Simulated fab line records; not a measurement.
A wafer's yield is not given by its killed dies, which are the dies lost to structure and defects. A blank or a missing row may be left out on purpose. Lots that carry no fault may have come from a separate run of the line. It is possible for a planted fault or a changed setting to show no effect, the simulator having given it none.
Matching of chambers	flow sky130	4 sister chambers for SKY_VIA2_CMP_24 on cmp-02
The step polishes, stops on SiO2, t overpolish 20 s, target thk 0 nm. 4 wafers are shown with their chamber, then 10 later ones without.

## EACH WAFER AND ITS CHAMBER
wafer	chamber	motorCurrentA (A)
L766.4	0	11.8
L767.4	1	11.1
L768.1	3	12.4
L768.2	2	12.5

## WAFERS WHOSE CHAMBER IS MISSING
wafer	motorCurrentA (A)
L768.3	11.2
L777.2	12.5
L777.3	11.6
L777.5	12.6
L778.3	10.7
L778.4	10.9
L778.6	11.6
L783.2	13.1
L783.3	11.0
L783.4	11.3

## EACH ONE'S CHAMBER
wafer	from the rows above	in truth
L768.3	can't be placed: 1 or 0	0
L777.2	can't be placed: 2 or 3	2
L777.3	can't be placed: 0 or 1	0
L777.5	can't be placed: 2 or 3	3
L778.3	1	1
L778.4	1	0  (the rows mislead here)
L778.6	can't be placed: 0 or 1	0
L783.2	can't be placed: 2 or 3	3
L783.3	1	1
L783.4	can't be placed: 1 or 0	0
Correctly placed: 2 of 10. Cannot be placed on the basis of these rows: 7; the candidates contain the true chamber in 7. 1 placed wrongly.
How it was worked out, from the rows above alone: a wafer's distance from a chamber is the root of the sum, over the readings, of the square of ((its reading less the chamber's mean) divided by the reading's scatter). If the next closest chamber is less than 2 further off than the closest, the wafer can't be placed; otherwise it belongs to the closest. The mean given for a chamber averages the wafers shown for that chamber. The scatter: with one shown wafer a chamber, the root of the mean of the squares of how far each hidden wafer lies from its nearest shown one.
